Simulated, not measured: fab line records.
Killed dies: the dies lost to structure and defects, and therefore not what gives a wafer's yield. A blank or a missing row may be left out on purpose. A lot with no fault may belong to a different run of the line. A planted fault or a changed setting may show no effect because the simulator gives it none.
Chamber matching | flow sky130 | SKY_FIELD_ISO_ETCH_15 on rie_diel-04: 4 sister chambers
The step etches the open film in CHF3/O2, stops on Si, target depth 180 nm, time 72 s. 8 wafers are shown with their chamber, then 8 later ones without.

## WAFERS PAIRED WITH THEIR CHAMBERS
wafer  | chamber | drypump_motor_current_A (A) | rf_fwd_power_W (W)
L079.2 | 1       | 6.2                         | 593.7
L080.6 | 3       | 6.6                         | 598.5
L085.4 | 1       | 6.2                         | 596.3
L085.6 | 0       | 5.8                         | 601.5
L087.1 | 0       | 5.8                         | 596.2
L087.2 | 2       | 6.1                         | 595.3
L087.5 | 3       | 6.6                         | 598.0
L091.1 | 2       | 6.0                         | 594.8

## WAFERS WHOSE CHAMBER IS MISSING
wafer  | drypump_motor_current_A (A) | rf_fwd_power_W (W)
L091.2 | 6.2                         | 595.0
L091.5 | 6.1                         | 596.5
L093.1 | 6.6                         | 597.3
L093.3 | 5.8                         | 595.9
L093.4 | 6.1                         | 595.4
L094.3 | 5.8                         | 595.6
L094.4 | 6.1                         | 594.2
L094.6 | 5.8                         | 597.0

## CHAMBER TAKEN BY EACH
wafer  | from the rows above     | in truth
L091.2 | 1                       | 1
L091.5 | can't be placed: 2 or 1 | 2
L093.1 | 3                       | 3
L093.3 | 0                       | 0
L093.4 | can't be placed: 2 or 1 | 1
L094.3 | 0                       | 0
L094.4 | can't be placed: 2 or 1 | 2
L094.6 | 0                       | 0
Correct placement for 5 of the 8. These rows do not allow placing 3 (true chamber among the candidates in 3). 0 placed wrongly.
How it was worked out, from the rows above alone: a wafer's distance from a chamber is the root of the sum, over the readings, of the square of ((its reading less the chamber's mean) divided by the reading's scatter). If the next closest chamber is less than 2 further off than the closest, the wafer can't be placed; otherwise it belongs to the closest. The mean given for a chamber averages the wafers shown for that chamber. The scatter is the square root of a quotient: the sum, over the shown wafers, of each reading's squared deviation from its chamber's mean, divided by wafers minus chambers.
